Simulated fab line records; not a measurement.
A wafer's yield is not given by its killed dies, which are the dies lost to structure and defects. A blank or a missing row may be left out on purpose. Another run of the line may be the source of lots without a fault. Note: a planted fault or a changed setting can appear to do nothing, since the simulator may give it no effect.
fab line records / flow gf180mcu
record: lots: 14 wafers: 42 lastDay: 34
route steps=602 shown STI@25 VT_IMPLANT@131 MVSD@136 DUAL_GATE@144
lots untouched by any fault: they come from a run of this same line in which no faults occurred
startH: hours from the record's opening day to when the first of the lot's shown wafers began / waitH: hours from the lot's prior step to this one / " the same as in the row above / L1.1+2: one row covering several wafers at once / - no value, or no start was given / * or withheld: withheld / < > ~ a bound
route shown NAME@n: NAME is a module with steps in the file, n the number in the route of the first one / usual: the fault-free wafers' mean and standard deviation / same: alike in all rows / chamber/n: place in a boat / sites: per-site readings / _std_site: standard deviation of those values / _edge_site: mean of outer sites minus mean of inner sites / radiusMm: for every site, how far away it sits from the centre of the wafer / mask NAME#n: copy n / behind: the most recent tool/chamber to have shaped the wafer / hold: what put the lot on hold/how long, in hours/how the hold closed / device: transistor that didn't switch, given as n, p or np / end of line: tests of these same wafers at the route's end / for a step that has no rows: nothing shown but its recipe / killed: dies that structure and defects cost at the first sort, which is not the same as the wafer's yield / map: dies across one wafer; x = killed, . = not, _ = none there
set.NAME: the run value of the setting; set.NAME@STEP: its run value at that earlier step / model.NAME: the simulator's own value behind a step, which no gauge read
the route's steps for a sample of lots (tables are steps, rows are wafers)
services: the hour from which a tool's chamber was out of use, counted from the record's first day as startH (under 0 if before that day), plus the number of hours and why
== steps ==
step: GF_STI_THK_MEAS_24
recipe: reads: SiO2_of_STI_CVD_23
usual: STI_CVD_23_THK: 652/6.2
lot.wafer=L925.1 tool=filmMetro-01 chamber=- startH=26.77 waitH=0.0 STI_CVD_23_THK[nm]=648
lot.wafer=L925.2 tool=filmMetro-01 chamber=- startH=26.77 waitH=0.0 STI_CVD_23_THK[nm]=651
lot.wafer=L925.3 tool=filmMetro-01 chamber=- startH=26.77 waitH=0.0 STI_CVD_23_THK[nm]=659
lot.wafer=L927.2 tool=filmMetro-04 chamber=- startH=38.79 waitH=0.0 STI_CVD_23_THK[nm]=657
lot.wafer=L927.4 tool=filmMetro-04 chamber=- startH=38.79 waitH=0.0 STI_CVD_23_THK[nm]=655
lot.wafer=L927.5 tool=filmMetro-04 chamber=- startH=38.79 waitH=0.0 STI_CVD_23_THK[nm]=654
lot.wafer=L929.2 tool=filmMetro-04 chamber=- startH=49.04 waitH=0.0 STI_CVD_23_THK[nm]=641
lot.wafer=L929.3 tool=filmMetro-04 chamber=- startH=49.04 waitH=0.0 STI_CVD_23_THK[nm]=640
lot.wafer=L929.6 tool=filmMetro-04 chamber=- startH=49.04 waitH=0.0 STI_CVD_23_THK[nm]=648
lot.wafer=L930.2 tool=filmMetro-03 chamber=- startH=52.73 waitH=0.1 STI_CVD_23_THK[nm]=643
lot.wafer=L930.5 tool=filmMetro-03 chamber=- startH=52.73 waitH=0.1 STI_CVD_23_THK[nm]=649
lot.wafer=L930.6 tool=filmMetro-03 chamber=- startH=52.73 waitH=0.1 STI_CVD_23_THK[nm]=655
lot.wafer=L931.2 tool=filmMetro-01 chamber=- startH=75.85 waitH=0.2 STI_CVD_23_THK[nm]=651
lot.wafer=L931.3 tool=filmMetro-01 chamber=- startH=75.85 waitH=0.2 STI_CVD_23_THK[nm]=647
lot.wafer=L931.5 tool=filmMetro-01 chamber=- startH=75.85 waitH=0.2 STI_CVD_23_THK[nm]=646
lot.wafer=L932.1 tool=filmMetro-01 chamber=- startH=77.68 waitH=0.0 STI_CVD_23_THK[nm]=644
lot.wafer=L932.3 tool=filmMetro-01 chamber=- startH=77.68 waitH=0.0 STI_CVD_23_THK[nm]=652
lot.wafer=L932.5 tool=filmMetro-01 chamber=- startH=77.68 waitH=0.0 STI_CVD_23_THK[nm]=651
lot.wafer=L934.1 tool=filmMetro-01 chamber=- startH=80.26 waitH=0.0 STI_CVD_23_THK[nm]=640
lot.wafer=L934.2 tool=filmMetro-01 chamber=- startH=80.26 waitH=0.0 STI_CVD_23_THK[nm]=636
lot.wafer=L934.5 tool=filmMetro-01 chamber=- startH=80.26 waitH=0.0 STI_CVD_23_THK[nm]=647
lot.wafer=L933.3 tool=filmMetro-04 chamber=- startH=80.28 waitH=0.1 STI_CVD_23_THK[nm]=658
lot.wafer=L933.4 tool=filmMetro-04 chamber=- startH=80.28 waitH=0.1 STI_CVD_23_THK[nm]=655
lot.wafer=L933.5 tool=filmMetro-04 chamber=- startH=80.28 waitH=0.1 STI_CVD_23_THK[nm]=654
lot.wafer=L936.1 tool=filmMetro-01 chamber=- startH=80.33 waitH=0.0 STI_CVD_23_THK[nm]=645
lot.wafer=L936.2 tool=filmMetro-01 chamber=- startH=80.33 waitH=0.0 STI_CVD_23_THK[nm]=642
lot.wafer=L936.6 tool=filmMetro-01 chamber=- startH=80.33 waitH=0.0 STI_CVD_23_THK[nm]=656
lot.wafer=L935.2 tool=filmMetro-03 chamber=- startH=80.34 waitH=0.0 STI_CVD_23_THK[nm]=655
lot.wafer=L935.3 tool=filmMetro-03 chamber=- startH=80.34 waitH=0.0 STI_CVD_23_THK[nm]=659
lot.wafer=L935.4 tool=filmMetro-03 chamber=- startH=80.34 waitH=0.0 STI_CVD_23_THK[nm]=655
lot.wafer=L937.2 tool=filmMetro-01 chamber=- startH=84.37 waitH=0.0 STI_CVD_23_THK[nm]=650
lot.wafer=L937.4 tool=filmMetro-01 chamber=- startH=84.37 waitH=0.0 STI_CVD_23_THK[nm]=656
lot.wafer=L937.6 tool=filmMetro-01 chamber=- startH=84.37 waitH=0.0 STI_CVD_23_THK[nm]=647
lot.wafer=L938.1 tool=filmMetro-03 chamber=- startH=92.78 waitH=0.0 STI_CVD_23_THK[nm]=651
lot.wafer=L938.2 tool=filmMetro-03 chamber=- startH=92.78 waitH=0.0 STI_CVD_23_THK[nm]=652
lot.wafer=L938.5 tool=filmMetro-03 chamber=- startH=92.78 waitH=0.0 STI_CVD_23_THK[nm]=651
lot.wafer=L942.2 tool=filmMetro-03 chamber=- startH=115.14 waitH=0.0 STI_CVD_23_THK[nm]=656
lot.wafer=L942.5 tool=filmMetro-03 chamber=- startH=115.14 waitH=0.0 STI_CVD_23_THK[nm]=648
lot.wafer=L942.6 tool=filmMetro-03 chamber=- startH=115.14 waitH=0.0 STI_CVD_23_THK[nm]=646
lot.wafer=L946.2 tool=filmMetro-04 chamber=- startH=135.72 waitH=0.0 STI_CVD_23_THK[nm]=647
lot.wafer=L946.3 tool=filmMetro-04 chamber=- startH=135.72 waitH=0.0 STI_CVD_23_THK[nm]=651
lot.wafer=L946.4 tool=filmMetro-04 chamber=- startH=135.72 waitH=0.0 STI_CVD_23_THK[nm]=648
step: GF_VT_IMPLANT_IMPLANT_41
recipe: species: As energyKev: 70 doseCm2: 1.013e+12 tiltDeg: 7
usual: beamEnergyKeV: 69.996/0.025
lot.wafer=L925.1 tool=implanter-02 chamber=0 startH=137.96 waitH=0.0 beamEnergyKeV=69.972
lot.wafer=L925.2 tool=implanter-02 chamber=0 startH=137.96 waitH=0.0 beamEnergyKeV=70.038
lot.wafer=L925.3 tool=implanter-02 chamber=0 startH=137.96 waitH=0.0 beamEnergyKeV=70.005
lot.wafer=L927.2 tool=implanter-03 chamber=0 startH=156.70 waitH=0.0 beamEnergyKeV=70.009
lot.wafer=L927.4 tool=implanter-03 chamber=0 startH=156.70 waitH=0.0 beamEnergyKeV=69.988
lot.wafer=L927.5 tool=implanter-03 chamber=0 startH=156.70 waitH=0.0 beamEnergyKeV=69.986
lot.wafer=L929.2 tool=implanter-02 chamber=0 startH=165.61 waitH=0.0 beamEnergyKeV=70.017
lot.wafer=L929.3 tool=implanter-02 chamber=0 startH=165.61 waitH=0.0 beamEnergyKeV=70.012
lot.wafer=L929.6 tool=implanter-02 chamber=0 startH=165.61 waitH=0.0 beamEnergyKeV=70.042
lot.wafer=L930.2 tool=implanter-02 chamber=0 startH=173.59 waitH=0.0 beamEnergyKeV=69.986
lot.wafer=L930.5 tool=implanter-02 chamber=0 startH=173.59 waitH=0.0 beamEnergyKeV=70.005
lot.wafer=L930.6 tool=implanter-02 chamber=0 startH=173.59 waitH=0.0 beamEnergyKeV=69.997
lot.wafer=L931.2 tool=implanter-01 chamber=0 startH=223.65 waitH=0.0 beamEnergyKeV=69.990
lot.wafer=L931.3 tool=implanter-01 chamber=0 startH=223.65 waitH=0.0 beamEnergyKeV=70.010
lot.wafer=L931.5 tool=implanter-01 chamber=0 startH=223.65 waitH=0.0 beamEnergyKeV=69.997
lot.wafer=L932.1 tool=implanter-02 chamber=0 startH=224.06 waitH=0.0 beamEnergyKeV=69.981
lot.wafer=L932.3 tool=implanter-02 chamber=0 startH=224.06 waitH=0.0 beamEnergyKeV=69.973
lot.wafer=L932.5 tool=implanter-02 chamber=0 startH=224.06 waitH=0.0 beamEnergyKeV=69.987
lot.wafer=L933.3 tool=implanter-03 chamber=0 startH=229.24 waitH=0.1 beamEnergyKeV=69.994
lot.wafer=L933.4 tool=implanter-03 chamber=0 startH=229.24 waitH=0.1 beamEnergyKeV=69.941
lot.wafer=L933.5 tool=implanter-03 chamber=0 startH=229.24 waitH=0.1 beamEnergyKeV=69.960
lot.wafer=L935.2 tool=implanter-03 chamber=0 startH=230.51 waitH=0.0 beamEnergyKeV=69.934
lot.wafer=L935.3 tool=implanter-03 chamber=0 startH=230.51 waitH=0.0 beamEnergyKeV=69.935
lot.wafer=L935.4 tool=implanter-03 chamber=0 startH=230.51 waitH=0.0 beamEnergyKeV=69.918
lot.wafer=L934.1 tool=implanter-03 chamber=0 startH=231.31 waitH=0.0 beamEnergyKeV=70.014
lot.wafer=L934.2 tool=implanter-03 chamber=0 startH=231.31 waitH=0.0 beamEnergyKeV=69.998
lot.wafer=L934.5 tool=implanter-03 chamber=0 startH=231.31 waitH=0.0 beamEnergyKeV=70.007
lot.wafer=L936.1 tool=implanter-02 chamber=0 startH=231.39 waitH=0.0 beamEnergyKeV=69.985
lot.wafer=L936.2 tool=implanter-02 chamber=0 startH=231.39 waitH=0.0 beamEnergyKeV=69.990
lot.wafer=L936.6 tool=implanter-02 chamber=0 startH=231.39 waitH=0.0 beamEnergyKeV=70.045
lot.wafer=L937.2 tool=implanter-03 chamber=0 startH=233.71 waitH=0.0 beamEnergyKeV=70.016
lot.wafer=L937.4 tool=implanter-03 chamber=0 startH=233.71 waitH=0.0 beamEnergyKeV=69.992
lot.wafer=L937.6 tool=implanter-03 chamber=0 startH=233.71 waitH=0.0 beamEnergyKeV=70.030
lot.wafer=L938.1 tool=implanter-02 chamber=0 startH=241.22 waitH=0.0 beamEnergyKeV=70.020
lot.wafer=L938.2 tool=implanter-02 chamber=0 startH=241.22 waitH=0.0 beamEnergyKeV=69.993
lot.wafer=L938.5 tool=implanter-02 chamber=0 startH=241.22 waitH=0.0 beamEnergyKeV=69.999
lot.wafer=L942.2 tool=implanter-03 chamber=0 startH=272.58 waitH=0.0 beamEnergyKeV=89.457
lot.wafer=L942.5 tool=implanter-03 chamber=0 startH=272.58 waitH=0.0 beamEnergyKeV=89.439
lot.wafer=L942.6 tool=implanter-03 chamber=0 startH=272.58 waitH=0.0 beamEnergyKeV=89.475
lot.wafer=L946.2 tool=implanter-03 chamber=0 startH=300.30 waitH=0.0 beamEnergyKeV=89.440
lot.wafer=L946.3 tool=implanter-03 chamber=0 startH=300.30 waitH=0.0 beamEnergyKeV=89.436
lot.wafer=L946.4 tool=implanter-03 chamber=0 startH=300.30 waitH=0.0 beamEnergyKeV=89.464
step: GF_VT_IMPLANT_TW_MEAS_43
usual: VT_IMPLANT_4_TW: 686/5.5
lot.wafer=L925.1 tool=filmMetro-02 chamber=- startH=138.21 waitH=0.1 VT_IMPLANT_4_TW=681
lot.wafer=L925.2 tool=filmMetro-02 chamber=- startH=138.21 waitH=0.1 VT_IMPLANT_4_TW=678
lot.wafer=L925.3 tool=filmMetro-02 chamber=- startH=138.21 waitH=0.1 VT_IMPLANT_4_TW=682
lot.wafer=L927.2 tool=filmMetro-02 chamber=- startH=156.93 waitH=0.1 VT_IMPLANT_4_TW=686
lot.wafer=L927.4 tool=filmMetro-02 chamber=- startH=156.93 waitH=0.1 VT_IMPLANT_4_TW=684
lot.wafer=L927.5 tool=filmMetro-02 chamber=- startH=156.93 waitH=0.1 VT_IMPLANT_4_TW=683
lot.wafer=L929.2 tool=filmMetro-04 chamber=- startH=165.84 waitH=0.1 VT_IMPLANT_4_TW=693
lot.wafer=L929.3 tool=filmMetro-04 chamber=- startH=165.84 waitH=0.1 VT_IMPLANT_4_TW=696
lot.wafer=L929.6 tool=filmMetro-04 chamber=- startH=165.84 waitH=0.1 VT_IMPLANT_4_TW=695
lot.wafer=L930.2 tool=filmMetro-02 chamber=- startH=173.83 waitH=0.1 VT_IMPLANT_4_TW=683
lot.wafer=L930.5 tool=filmMetro-02 chamber=- startH=173.83 waitH=0.1 VT_IMPLANT_4_TW=685
lot.wafer=L930.6 tool=filmMetro-02 chamber=- startH=173.83 waitH=0.1 VT_IMPLANT_4_TW=683
lot.wafer=L931.2 tool=filmMetro-01 chamber=- startH=223.88 waitH=0.1 VT_IMPLANT_4_TW=688
lot.wafer=L931.3 tool=filmMetro-01 chamber=- startH=223.88 waitH=0.1 VT_IMPLANT_4_TW=685
lot.wafer=L931.5 tool=filmMetro-01 chamber=- startH=223.88 waitH=0.1 VT_IMPLANT_4_TW=688
lot.wafer=L932.1 tool=filmMetro-01 chamber=- startH=224.31 waitH=0.1 VT_IMPLANT_4_TW=685
lot.wafer=L932.3 tool=filmMetro-01 chamber=- startH=224.31 waitH=0.1 VT_IMPLANT_4_TW=684
lot.wafer=L932.5 tool=filmMetro-01 chamber=- startH=224.31 waitH=0.1 VT_IMPLANT_4_TW=683
lot.wafer=L933.3 tool=filmMetro-02 chamber=- startH=229.46 waitH=0.1 VT_IMPLANT_4_TW=680
lot.wafer=L933.4 tool=filmMetro-02 chamber=- startH=229.46 waitH=0.1 VT_IMPLANT_4_TW=683
lot.wafer=L933.5 tool=filmMetro-02 chamber=- startH=229.46 waitH=0.1 VT_IMPLANT_4_TW=679
lot.wafer=L935.2 tool=filmMetro-04 chamber=- startH=230.75 waitH=0.1 VT_IMPLANT_4_TW=700
lot.wafer=L935.3 tool=filmMetro-04 chamber=- startH=230.75 waitH=0.1 VT_IMPLANT_4_TW=694
lot.wafer=L935.4 tool=filmMetro-04 chamber=- startH=230.75 waitH=0.1 VT_IMPLANT_4_TW=696
lot.wafer=L934.1 tool=filmMetro-04 chamber=- startH=231.56 waitH=0.1 VT_IMPLANT_4_TW=693
lot.wafer=L934.2 tool=filmMetro-04 chamber=- startH=231.56 waitH=0.1 VT_IMPLANT_4_TW=696
lot.wafer=L934.5 tool=filmMetro-04 chamber=- startH=231.56 waitH=0.1 VT_IMPLANT_4_TW=695
lot.wafer=L936.1 tool=filmMetro-02 chamber=- startH=231.64 waitH=0.1 VT_IMPLANT_4_TW=678
lot.wafer=L936.2 tool=filmMetro-02 chamber=- startH=231.64 waitH=0.1 VT_IMPLANT_4_TW=680
lot.wafer=L936.6 tool=filmMetro-02 chamber=- startH=231.64 waitH=0.1 VT_IMPLANT_4_TW=680
lot.wafer=L937.2 tool=filmMetro-02 chamber=- startH=233.95 waitH=0.1 VT_IMPLANT_4_TW=682
lot.wafer=L937.4 tool=filmMetro-02 chamber=- startH=233.95 waitH=0.1 VT_IMPLANT_4_TW=684
lot.wafer=L937.6 tool=filmMetro-02 chamber=- startH=233.95 waitH=0.1 VT_IMPLANT_4_TW=682
lot.wafer=L938.1 tool=filmMetro-02 chamber=- startH=241.47 waitH=0.1 VT_IMPLANT_4_TW=684
lot.wafer=L938.2 tool=filmMetro-02 chamber=- startH=241.47 waitH=0.1 VT_IMPLANT_4_TW=682
lot.wafer=L938.5 tool=filmMetro-02 chamber=- startH=241.47 waitH=0.1 VT_IMPLANT_4_TW=679
lot.wafer=L942.2 tool=filmMetro-02 chamber=- startH=272.82 waitH=0.1 VT_IMPLANT_4_TW=729
lot.wafer=L942.5 tool=filmMetro-02 chamber=- startH=272.82 waitH=0.1 VT_IMPLANT_4_TW=732
lot.wafer=L942.6 tool=filmMetro-02 chamber=- startH=272.82 waitH=0.1 VT_IMPLANT_4_TW=730
lot.wafer=L946.2 tool=filmMetro-02 chamber=- startH=300.53 waitH=0.1 VT_IMPLANT_4_TW=730
lot.wafer=L946.3 tool=filmMetro-02 chamber=- startH=300.53 waitH=0.1 VT_IMPLANT_4_TW=729
lot.wafer=L946.4 tool=filmMetro-02 chamber=- startH=300.53 waitH=0.1 VT_IMPLANT_4_TW=732
step: GF_VT_IMPLANT_RS_MEAS_46
recipe: thkMeasGauge: four-point-probe
usual: MVSD_RS: 456.8/0.98
lot.wafer=L925.1 tool=filmMetro-04 chamber=- startH=138.49 waitH=0.1 MVSD_RS[ohm/sq]=454.7
lot.wafer=L925.2 tool=filmMetro-04 chamber=- startH=138.49 waitH=0.1 MVSD_RS[ohm/sq]=456.3
lot.wafer=L925.3 tool=filmMetro-04 chamber=- startH=138.49 waitH=0.1 MVSD_RS[ohm/sq]=456.2
lot.wafer=L927.2 tool=filmMetro-04 chamber=- startH=157.16 waitH=0.1 MVSD_RS[ohm/sq]=457.2
lot.wafer=L927.4 tool=filmMetro-04 chamber=- startH=157.16 waitH=0.1 MVSD_RS[ohm/sq]=457.3
lot.wafer=L927.5 tool=filmMetro-04 chamber=- startH=157.16 waitH=0.1 MVSD_RS[ohm/sq]=458.2
lot.wafer=L929.2 tool=filmMetro-03 chamber=- startH=166.06 waitH=0.1 MVSD_RS[ohm/sq]=454.5
lot.wafer=L929.3 tool=filmMetro-03 chamber=- startH=166.06 waitH=0.1 MVSD_RS[ohm/sq]=456.8
lot.wafer=L929.6 tool=filmMetro-03 chamber=- startH=166.06 waitH=0.1 MVSD_RS[ohm/sq]=456.5
lot.wafer=L930.2 tool=filmMetro-03 chamber=- startH=174.16 waitH=0.1 MVSD_RS[ohm/sq]=456.9
lot.wafer=L930.5 tool=filmMetro-03 chamber=- startH=174.16 waitH=0.1 MVSD_RS[ohm/sq]=458.2
lot.wafer=L930.6 tool=filmMetro-03 chamber=- startH=174.16 waitH=0.1 MVSD_RS[ohm/sq]=456.8
lot.wafer=L931.2 tool=filmMetro-03 chamber=- startH=224.11 waitH=0.1 MVSD_RS[ohm/sq]=456.5
lot.wafer=L931.3 tool=filmMetro-03 chamber=- startH=224.11 waitH=0.1 MVSD_RS[ohm/sq]=454.9
lot.wafer=L931.5 tool=filmMetro-03 chamber=- startH=224.11 waitH=0.1 MVSD_RS[ohm/sq]=455.4
lot.wafer=L932.1 tool=filmMetro-02 chamber=- startH=224.52 waitH=0.1 MVSD_RS[ohm/sq]=456.9
lot.wafer=L932.3 tool=filmMetro-02 chamber=- startH=224.52 waitH=0.1 MVSD_RS[ohm/sq]=456.9
lot.wafer=L932.5 tool=filmMetro-02 chamber=- startH=224.52 waitH=0.1 MVSD_RS[ohm/sq]=455.3
lot.wafer=L933.3 tool=filmMetro-02 chamber=- startH=229.69 waitH=0.1 MVSD_RS[ohm/sq]=456.7
lot.wafer=L933.4 tool=filmMetro-02 chamber=- startH=229.69 waitH=0.1 MVSD_RS[ohm/sq]=457.2
lot.wafer=L933.5 tool=filmMetro-02 chamber=- startH=229.69 waitH=0.1 MVSD_RS[ohm/sq]=456.8
lot.wafer=L935.2 tool=filmMetro-02 chamber=- startH=230.98 waitH=0.1 MVSD_RS[ohm/sq]=457.6
lot.wafer=L935.3 tool=filmMetro-02 chamber=- startH=230.98 waitH=0.1 MVSD_RS[ohm/sq]=457.0
lot.wafer=L935.4 tool=filmMetro-02 chamber=- startH=230.98 waitH=0.1 MVSD_RS[ohm/sq]=456.2
lot.wafer=L934.1 tool=filmMetro-04 chamber=- startH=231.78 waitH=0.1 MVSD_RS[ohm/sq]=457.4
lot.wafer=L934.2 tool=filmMetro-04 chamber=- startH=231.78 waitH=0.1 MVSD_RS[ohm/sq]=456.7
lot.wafer=L934.5 tool=filmMetro-04 chamber=- startH=231.78 waitH=0.1 MVSD_RS[ohm/sq]=457.4
lot.wafer=L936.1 tool=filmMetro-02 chamber=- startH=231.85 waitH=0.1 MVSD_RS[ohm/sq]=455.8
lot.wafer=L936.2 tool=filmMetro-02 chamber=- startH=231.85 waitH=0.1 MVSD_RS[ohm/sq]=455.9
lot.wafer=L936.6 tool=filmMetro-02 chamber=- startH=231.85 waitH=0.1 MVSD_RS[ohm/sq]=457.1
lot.wafer=L937.2 tool=filmMetro-02 chamber=- startH=234.17 waitH=0.1 MVSD_RS[ohm/sq]=455.6
lot.wafer=L937.4 tool=filmMetro-02 chamber=- startH=234.17 waitH=0.1 MVSD_RS[ohm/sq]=456.6
lot.wafer=L937.6 tool=filmMetro-02 chamber=- startH=234.17 waitH=0.1 MVSD_RS[ohm/sq]=458.0
lot.wafer=L938.1 tool=filmMetro-04 chamber=- startH=241.69 waitH=0.1 MVSD_RS[ohm/sq]=456.5
lot.wafer=L938.2 tool=filmMetro-04 chamber=- startH=241.69 waitH=0.1 MVSD_RS[ohm/sq]=456.4
lot.wafer=L938.5 tool=filmMetro-04 chamber=- startH=241.69 waitH=0.1 MVSD_RS[ohm/sq]=457.0
lot.wafer=L942.2 tool=filmMetro-04 chamber=- startH=273.04 waitH=0.1 MVSD_RS[ohm/sq]=457.0
lot.wafer=L942.5 tool=filmMetro-04 chamber=- startH=273.04 waitH=0.1 MVSD_RS[ohm/sq]=457.9
lot.wafer=L942.6 tool=filmMetro-04 chamber=- startH=273.04 waitH=0.1 MVSD_RS[ohm/sq]=458.1
lot.wafer=L946.2 tool=filmMetro-03 chamber=- startH=300.75 waitH=0.1 MVSD_RS[ohm/sq]=455.6
lot.wafer=L946.3 tool=filmMetro-03 chamber=- startH=300.75 waitH=0.1 MVSD_RS[ohm/sq]=457.2
lot.wafer=L946.4 tool=filmMetro-03 chamber=- startH=300.75 waitH=0.1 MVSD_RS[ohm/sq]=454.6
step: GF_DUAL_GATE_THK_MEAS_03
recipe: reads: SiO2_of_DUAL_GATE_OXIDATION_02
usual: DUAL_GATE_OXIDATION_00_THK: 10.95/0.22
lot.wafer=L925.1 tool=filmMetro-01 chamber=- startH=142.47 waitH=0.0 DUAL_GATE_OXIDATION_00_THK[nm]=11.07
lot.wafer=L925.2 tool=filmMetro-01 chamber=- startH=142.47 waitH=0.0 DUAL_GATE_OXIDATION_00_THK[nm]=10.87
lot.wafer=L925.3 tool=filmMetro-01 chamber=- startH=142.47 waitH=0.0 DUAL_GATE_OXIDATION_00_THK[nm]=10.69
lot.wafer=L927.2 tool=filmMetro-03 chamber=- startH=162.83 waitH=0.0 DUAL_GATE_OXIDATION_00_THK[nm]=10.92
lot.wafer=L927.4 tool=filmMetro-03 chamber=- startH=162.83 waitH=0.0 DUAL_GATE_OXIDATION_00_THK[nm]=10.77
lot.wafer=L927.5 tool=filmMetro-03 chamber=- startH=162.83 waitH=0.0 DUAL_GATE_OXIDATION_00_THK[nm]=10.99
lot.wafer=L929.2 tool=filmMetro-04 chamber=- startH=168.83 waitH=0.0 DUAL_GATE_OXIDATION_00_THK[nm]=10.59
lot.wafer=L929.3 tool=filmMetro-04 chamber=- startH=168.83 waitH=0.0 DUAL_GATE_OXIDATION_00_THK[nm]=10.50
lot.wafer=L929.6 tool=filmMetro-04 chamber=- startH=168.83 waitH=0.0 DUAL_GATE_OXIDATION_00_THK[nm]=10.53
lot.wafer=L930.2 tool=filmMetro-01 chamber=- startH=176.26 waitH=0.0 DUAL_GATE_OXIDATION_00_THK[nm]=10.78
lot.wafer=L930.5 tool=filmMetro-01 chamber=- startH=176.26 waitH=0.0 DUAL_GATE_OXIDATION_00_THK[nm]=10.84
lot.wafer=L930.6 tool=filmMetro-01 chamber=- startH=176.26 waitH=0.0 DUAL_GATE_OXIDATION_00_THK[nm]=10.93
lot.wafer=L931.2 tool=filmMetro-03 chamber=- startH=226.33 waitH=0.0 DUAL_GATE_OXIDATION_00_THK[nm]=11.16
lot.wafer=L931.3 tool=filmMetro-03 chamber=- startH=226.33 waitH=0.0 DUAL_GATE_OXIDATION_00_THK[nm]=11.24
lot.wafer=L931.5 tool=filmMetro-03 chamber=- startH=226.33 waitH=0.0 DUAL_GATE_OXIDATION_00_THK[nm]=11.10
lot.wafer=L932.1 tool=filmMetro-01 chamber=- startH=227.77 waitH=0.0 DUAL_GATE_OXIDATION_00_THK[nm]=11.12
lot.wafer=L932.3 tool=filmMetro-01 chamber=- startH=227.77 waitH=0.0 DUAL_GATE_OXIDATION_00_THK[nm]=11.05
lot.wafer=L932.5 tool=filmMetro-01 chamber=- startH=227.77 waitH=0.0 DUAL_GATE_OXIDATION_00_THK[nm]=10.88
lot.wafer=L933.3 tool=filmMetro-01 chamber=- startH=231.86 waitH=0.1 DUAL_GATE_OXIDATION_00_THK[nm]=11.00
lot.wafer=L933.4 tool=filmMetro-01 chamber=- startH=231.86 waitH=0.1 DUAL_GATE_OXIDATION_00_THK[nm]=10.80
lot.wafer=L933.5 tool=filmMetro-01 chamber=- startH=231.86 waitH=0.1 DUAL_GATE_OXIDATION_00_THK[nm]=10.89
lot.wafer=L935.2 tool=filmMetro-01 chamber=- startH=233.26 waitH=0.0 DUAL_GATE_OXIDATION_00_THK[nm]=10.74
lot.wafer=L935.3 tool=filmMetro-01 chamber=- startH=233.26 waitH=0.0 DUAL_GATE_OXIDATION_00_THK[nm]=11.00
lot.wafer=L935.4 tool=filmMetro-01 chamber=- startH=233.26 waitH=0.0 DUAL_GATE_OXIDATION_00_THK[nm]=11.06
lot.wafer=L934.1 tool=filmMetro-01 chamber=- startH=234.09 waitH=0.0 DUAL_GATE_OXIDATION_00_THK[nm]=11.34
lot.wafer=L934.2 tool=filmMetro-01 chamber=- startH=234.09 waitH=0.0 DUAL_GATE_OXIDATION_00_THK[nm]=11.14
lot.wafer=L934.5 tool=filmMetro-01 chamber=- startH=234.09 waitH=0.0 DUAL_GATE_OXIDATION_00_THK[nm]=11.26
lot.wafer=L936.1 tool=filmMetro-04 chamber=- startH=234.09 waitH=0.0 DUAL_GATE_OXIDATION_00_THK[nm]=10.78
lot.wafer=L936.2 tool=filmMetro-04 chamber=- startH=234.09 waitH=0.0 DUAL_GATE_OXIDATION_00_THK[nm]=10.91
lot.wafer=L936.6 tool=filmMetro-04 chamber=- startH=234.09 waitH=0.0 DUAL_GATE_OXIDATION_00_THK[nm]=10.75
lot.wafer=L937.2 tool=filmMetro-04 chamber=- startH=236.27 waitH=0.0 DUAL_GATE_OXIDATION_00_THK[nm]=11.23
lot.wafer=L937.4 tool=filmMetro-04 chamber=- startH=236.27 waitH=0.0 DUAL_GATE_OXIDATION_00_THK[nm]=11.48
lot.wafer=L937.6 tool=filmMetro-04 chamber=- startH=236.27 waitH=0.0 DUAL_GATE_OXIDATION_00_THK[nm]=11.21
lot.wafer=L938.1 tool=filmMetro-01 chamber=- startH=243.80 waitH=0.0 DUAL_GATE_OXIDATION_00_THK[nm]=10.95
lot.wafer=L938.2 tool=filmMetro-01 chamber=- startH=243.80 waitH=0.0 DUAL_GATE_OXIDATION_00_THK[nm]=10.85
lot.wafer=L938.5 tool=filmMetro-01 chamber=- startH=243.80 waitH=0.0 DUAL_GATE_OXIDATION_00_THK[nm]=11.03
lot.wafer=L942.2 tool=filmMetro-03 chamber=- startH=275.17 waitH=0.0 DUAL_GATE_OXIDATION_00_THK[nm]=10.77
lot.wafer=L942.5 tool=filmMetro-03 chamber=- startH=275.17 waitH=0.0 DUAL_GATE_OXIDATION_00_THK[nm]=10.88
lot.wafer=L942.6 tool=filmMetro-03 chamber=- startH=275.17 waitH=0.0 DUAL_GATE_OXIDATION_00_THK[nm]=10.98
lot.wafer=L946.2 tool=filmMetro-03 chamber=- startH=306.79 waitH=0.0 DUAL_GATE_OXIDATION_00_THK[nm]=10.89
lot.wafer=L946.3 tool=filmMetro-03 chamber=- startH=306.79 waitH=0.0 DUAL_GATE_OXIDATION_00_THK[nm]=10.71
lot.wafer=L946.4 tool=filmMetro-03 chamber=- startH=306.79 waitH=0.0 DUAL_GATE_OXIDATION_00_THK[nm]=10.93
== services ==
tool=implanter-03 chamber=- startH=135.67 hours=6.0 kind=pm
tool=implanter-01 chamber=- startH=174.96 hours=4.8 kind=repair
tool=implanter-02 chamber=- startH=186.69 hours=2.5 kind=repair
tool=implanter-01 chamber=- startH=190.88 hours=3.4 kind=pm
tool=implanter-01 chamber=- startH=225.92 hours=8.5 kind=repair
tool=implanter-02 chamber=- startH=264.26 hours=92.6 kind=pm
== key ==
firstSign: step: GF_VT_IMPLANT_IMPLANT_41 reading: beamEnergyKeV direction: up sigmas: 99+ usual: 69.996 struck: 89.452
effect: step: GF_VT_IMPLANT_TW_MEAS_43 reading: VT_IMPLANT_4_TW direction: up sigmas: 8.1 usual: 686 struck: 730
metAt GF_VT_IMPLANT_IMPLANT_41
struckLots L942,L946
testerLeftOut L942,L946
notActingAt GF_STI_THK_MEAS_24,GF_VT_IMPLANT_RS_MEAS_46,GF_DUAL_GATE_THK_MEAS_03
onsetBetween 233.71 272.58
fault: kind: processParameterDrift tool: implanter-03 chamber: - onsetH: 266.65 steps: GF_VT_IMPLANT_IMPLANT_41 channel: energyKev offset: 19.458 shape: step endH: 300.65 actsIn: theseRecipesOnly stated: 70
testerLeftOut: of these lots the tester's yield and bins aren't shown, on N5 and GAA mostly nor the transistor test; their killed dies are dies lost to structure and defects alone, not to doping, threshold or leakage, so they don't give the yield
